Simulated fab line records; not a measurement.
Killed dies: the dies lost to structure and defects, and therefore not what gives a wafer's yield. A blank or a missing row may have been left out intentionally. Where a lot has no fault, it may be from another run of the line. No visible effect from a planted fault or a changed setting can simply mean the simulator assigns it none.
fab line records	flow gf180mcu
record: lots: 12	wafers: 36	last-day: 34
route steps=602 shown HV_LDD@180 CONTACT@311 M1@330
lots with no fault: from the same line, run without faults
start-h: hours from the record's opening day to when the first of the lot's shown wafers began	wait-h: hours since the lot's step before	" same as the row above	L1.1+2: one row covering several wafers at once	- either no value or no given start	* or withheld: withheld	< > ~ a bound
route shown NAME@n: names a module that has steps shown in the file, with the first one's number in the route	usual: the fault-free wafers' mean and standard deviation	same: alike in all rows	chamber/n: place in a boat	sites: each site's reading	_std_site: standard deviation of those values	_edge_site: the outer-site mean with the inner-site mean subtracted	radius-mm: for every site, how far away it sits from the centre of the wafer	mask NAME#n: copy n	behind: the most recent tool/chamber to have shaped the wafer	hold: reason for holding the lot/hours on hold/outcome of the hold	device: the transistor (n, p or np) that didn't switch	end of line: the route-end tests of the same wafers	a step without rows: its recipe alone	killed: not the wafer's yield, but the dies lost to structure and defects at the first sort	map: the dies of a wafer, with x for killed, . for not killed, _ for no die there
set.NAME: the setting that was run; set.NAME@STEP: the one run at that earlier step	model.NAME: the simulator's own value behind a step, which no gauge read
the route's steps for a sample of lots (tables are steps, rows are wafers)
services: from which hour (start-h, from the record's first day; less than 0 if before it) a tool's chamber was out of use, for how many hours, and why
== steps ==
step: GF_HV_LDD_EXPOSE_04
recipe: mask-id: Nplus_LV_AREA	target-cd-nm: 400	na: 0.6	source-shape: conventional	sigma-outer: 0.6	dose-mj: 140
lot.wafer	tool	chamber	start-h	wait-h	mask
L822.1+2+3	iline-stepper-01	0	209.17	-	Nplus_LV_AREA#0
L823.1+5+6	iline-stepper-01	0	216.57	-	Nplus_LV_AREA#0
L824.1+3+6	iline-stepper-02	0	219.92	-	Nplus_LV_AREA#0
L825.2+3+4	iline-stepper-02	0	233.17	-	Nplus_LV_AREA#0
L826.1+4+5	iline-stepper-02	0	235.95	-	Nplus_LV_AREA#0
L827.2+4+5	iline-stepper-02	0	245.07	-	Nplus_LV_AREA#0
L836.1+3+5	iline-stepper-02	0	307.54	-	Nplus_LV_AREA#0
L837.1+5+6	iline-stepper-02	0	314.50	-	Nplus_LV_AREA#0
L838.2+4+6	iline-stepper-01	0	323.65	-	Nplus_LV_AREA#0
L841.2+3+6	iline-stepper-01	0	345.04	-	Nplus_LV_AREA#0
L842.2+4+5	iline-stepper-01	0	352.32	-	Nplus_LV_AREA#0
L844.1+2+4	iline-stepper-01	0	369.37	-	Nplus_LV_AREA#0
step: GF_HV_LDD_OVL_MEAS_08
usual: HV_LDD_OVL: 0.2/1.4
lot.wafer	tool	chamber	start-h	wait-h	HV_LDD_OVL[nm]
L822.1	overlay-01	-	217.67	0.1	1.2
L822.2	"	-	"	"	1.4
L822.3	"	-	"	"	-0.5
L823.1	overlay-02	-	225.69	0.1	-2.6
L823.5	"	-	"	"	-1.8
L823.6	"	-	"	"	-3.6
L824.1	overlay-01	-	228.82	0.1	-0.9
L824.3	"	-	"	"	-0.2
L824.6	"	-	"	"	0.2
L825.2	overlay-01	-	242.22	0.1	0.3
L825.3	"	-	"	"	-0.1
L825.4	"	-	"	"	0.0
L826.1	overlay-02	-	245.07	0.1	-0.9
L826.4	"	-	"	"	-0.1
L826.5	"	-	"	"	-1.2
L827.2	overlay-02	-	254.48	0.1	1.8
L827.4	"	-	"	"	0.1
L827.5	"	-	"	"	-0.2
L836.1	overlay-02	-	317.77	0.1	-104.3
L836.3	"	-	"	"	-104.8
L836.5	"	-	"	"	-102.8
L837.1	overlay-01	-	324.86	0.1	-105.6
L837.5	"	-	"	"	-105.3
L837.6	"	-	"	"	-105.0
L838.2	overlay-01	-	334.12	0.1	0.9
L838.4	"	-	"	"	1.3
L838.6	"	-	"	"	-0.8
L841.2	overlay-01	-	355.58	0.1	2.0
L841.3	"	-	"	"	0.8
L841.6	"	-	"	"	1.1
L842.2	overlay-01	-	362.47	0.1	0.7
L842.4	"	-	"	"	0.5
L842.5	"	-	"	"	-0.3
L844.1	overlay-01	-	380.75	0.1	2.1
L844.2	"	-	"	"	0.6
L844.4	"	-	"	"	1.3
step: GF_CONTACT_CVD_24
recipe: material: W	target-thk-nm: 300	time-s: 90.339	temp-c: 400	pressure-torr: 40
usual: heater-power-w: 872/51	susceptor-temp-C: 400.04/0.22
lot.wafer	tool	chamber	start-h	wait-h	heater-power-w	susceptor-temp-C
L822.1	cvd-w-02	0	364.52	0.0	856	400.22
L822.2	"	1	"	"	837	400.26
L822.3	"	1	"	"	840	400.23
L823.1	cvd-w-02	1	373.37	0.0	825	400.10
L823.5	"	1	"	"	813	400.10
L823.6	"	0	"	"	854	400.05
L824.1	cvd-w-01	1	378.97	0.0	1009	400.26
L824.3	"	0	"	"	890	400.05
L824.6	"	1	"	"	1012	400.19
L825.2	cvd-w-02	0	394.62	0.0	878	399.96
L825.3	"	0	"	"	883	399.83
L825.4	"	1	"	"	813	400.32
L826.1	cvd-w-02	0	399.88	0.0	886	399.69
L826.4	"	0	"	"	872	399.96
L826.5	"	1	"	"	811	399.72
L827.2	cvd-w-01	1	412.12	0.0	957	399.86
L827.4	"	1	"	"	961	399.70
L827.5	"	0	"	"	844	399.84
L836.1	cvd-w-02	0	486.37	0.0	854	400.41
L836.3	"	1	"	"	820	400.29
L836.5	"	1	"	"	814	400.15
L837.1	cvd-w-01	1	495.19	0.0	936	399.93
L837.5	"	1	"	"	958	400.21
L837.6	"	1	"	"	928	400.09
L838.2	cvd-w-02	0	505.49	0.0	891	400.17
L838.4	"	0	"	"	875	400.39
L838.6	"	0	"	"	876	400.31
L841.2	cvd-w-02	0	526.73	0.0	860	400.46
L841.3	"	0	"	"	873	400.25
L841.6	"	0	"	"	867	400.40
L842.2	cvd-w-02	1	536.49	0.0	822	400.35
L842.4	"	1	"	"	837	400.27
L842.5	"	1	"	"	843	400.19
L844.1	cvd-w-01	1	551.74	0.0	948	400.03
L844.2	"	0	"	"	818	399.76
L844.4	"	0	"	"	827	399.83
step: GF_CONTACT_CMP_27
recipe: stop-on: SiO2	down-force-psi: 3.5	platen-rpm: 60	t-overpolish-s: 15	target-thk-nm: 0	pad-velocity-m-s: 0.94248
usual: motor-current-A: 10.8/1.6	overpolish-run-s: 15.000/0.0097	time-to-endpoint-s: 72/3.9
lot.wafer	tool	chamber	start-h	wait-h	motor-current-A	overpolish-run-s	time-to-endpoint-s
L822.2	cmp-01	3	364.80	0.0	10.1	14.993	74
L822.3	"	0	"	"	9.1	14.992	77
L822.1	"	1	"	"	9.1	15.037	68
L823.1	cmp-01	0	373.80	0.2	8.8	15.009	78
L823.6	"	1	"	"	9.1	14.983	74
L823.5	"	2	"	"	11.4	14.988	75
L824.1	cmp-01	0	379.30	0.1	8.7	15.006	78
L824.3	"	2	"	"	11.2	15.002	75
L824.6	"	0	"	"	8.6	15.017	78
L825.3	cmp-02	0	394.90	0.0	11.2	14.994	65
L825.4	"	1	"	"	14.2	15.013	67
L825.2	"	3	"	"	9.8	14.990	69
L826.4	cmp-02	1	400.16	0.0	15.0	15.005	70
L826.1	"	3	"	"	9.8	14.992	71
L826.5	"	2	"	"	11.5	15.003	73
L827.4	cmp-01	3	412.50	0.1	11.1	15.001	77
L827.2	"	0	"	"	8.8	14.999	78
L827.5	"	1	"	"	9.5	15.003	73
L836.1	cmp-02	2	486.65	0.1	11.6	14.991	73
L836.3	"	3	"	"	9.7	14.990	70
L836.5	"	2	"	"	11.9	14.998	73
L837.1	cmp-02	1	495.57	0.1	13.6	14.999	69
L837.5	"	1	"	"	14.9	15.006	69
L837.6	"	2	"	"	11.5	14.998	72
L838.2	cmp-01	2	505.82	0.1	11.4	14.982	74
L838.4	"	0	"	"	8.8	15.016	76
L838.6	"	1	"	"	9.1	15.008	67
L841.3	cmp-01	3	527.07	0.1	10.8	14.998	74
L841.2	"	1	"	"	9.6	15.004	70
L841.6	"	2	"	"	11.9	14.996	71
L842.2	cmp-01	3	536.87	0.1	11.0	15.005	74
L842.4	"	0	"	"	9.2	15.018	76
L842.5	"	1	"	"	9.0	14.989	67
L844.2	cmp-02	3	552.02	0.0	9.2	14.993	67
L844.1	"	1	"	"	14.5	15.015	66
L844.4	"	2	"	"	11.3	15.001	73
step: GF_M1_OVL_MEAS_15
usual: M1_OVL: 1/5.2
lot.wafer	tool	chamber	start-h	wait-h	M1_OVL[nm]
L822.1	overlay-02	-	388.08	0.1	1
L822.2	"	-	"	"	2
L822.3	"	-	"	"	-5
L823.1	overlay-01	-	397.62	0.1	4
L823.5	"	-	"	"	-1
L823.6	"	-	"	"	8
L824.1	overlay-01	-	403.32	0.1	-1
L824.3	"	-	"	"	-1
L824.6	"	-	"	"	1
L825.2	overlay-01	-	418.87	0.1	8
L825.3	"	-	"	"	3
L825.4	"	-	"	"	2
L826.1	overlay-01	-	424.27	0.1	-14
L826.4	"	-	"	"	7
L826.5	"	-	"	"	-4
L827.2	overlay-01	-	437.07	0.1	6
L827.4	"	-	"	"	10
L827.5	"	-	"	"	2
L836.1	overlay-01	-	510.62	0.1	6
L836.3	"	-	"	"	5
L836.5	"	-	"	"	4
L837.1	overlay-02	-	518.37	0.1	-3
L837.5	"	-	"	"	-13
L837.6	"	-	"	"	-11
L838.2	overlay-01	-	528.64	0.1	-3
L838.4	"	-	"	"	-2
L838.6	"	-	"	"	-2
L841.2	overlay-02	-	549.82	0.1	4
L841.3	"	-	"	"	3
L841.6	"	-	"	"	-2
L842.2	overlay-01	-	559.67	0.1	2
L842.4	"	-	"	"	4
L842.5	"	-	"	"	5
L844.1	overlay-02	-	574.78	0.1	-1
L844.2	"	-	"	"	-4
L844.4	"	-	"	"	1
== services ==
tool	chamber	start-h	hours	kind
cmp-02	-	192.81	4.9	pm
cmp-02	-	202.55	0.3	repair
cmp-01	-	217.81	1.3	repair
cmp-02	-	218.67	6.6	repair
cmp-01	-	225.27	3.9	pm
cmp-02	-	232.31	2.6	repair
cmp-02	-	234.93	4.0	pm
cmp-02	-	247.17	2.6	repair
iline-stepper-01	-	258.67	2.2	repair
cvd-w-02	0	273.27	2.4	repair
cmp-01	-	316.87	0.3	repair
cmp-02	-	317.65	2.0	repair
cvd-w-02	-	332.05	2.8	pm
iline-stepper-01	-	334.55	0.9	repair
cmp-01	-	351.33	1.4	repair
iline-stepper-02	-	351.92	1.7	pm
cmp-01	-	404.00	4.0	pm
cvd-w-02	1	471.12	6.8	repair
cmp-01	-	473.33	5.8	repair
cmp-01	-	479.11	12.1	pm
iline-stepper-02	-	493.95	35.1	repair
iline-stepper-01	-	502.83	7.8	repair
iline-stepper-01	-	529.00	1.7	pm
cvd-w-02	0	548.45	6.6	repair
== key ==
first-sign: step: GF_HV_LDD_OVL_MEAS_08	reading: HV_LDD_OVL	direction: down	sigmas: 77	usual: 0.2	struck: -104.6
effect none on later readings
met-at GF_HV_LDD_EXPOSE_04
struck-lots L836,L837
tester-left-out L836,L837
not-acting-at GF_CONTACT_CVD_24,GF_CONTACT_CMP_27,GF_M1_OVL_MEAS_15
onset-between 245.07 307.54
fault: kind: scanner-matching-overlay	tool: iline-stepper-02	chamber: -	onset-h: 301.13	steps: GF_HV_LDD_EXPOSE_04	offset: -105.24
tester-left-out: of these lots the tester's yield and bins aren't shown, on N5 and GAA mostly nor the transistor test; their killed dies are dies lost to structure and defects alone, not to doping, threshold or leakage, so they don't give the yield
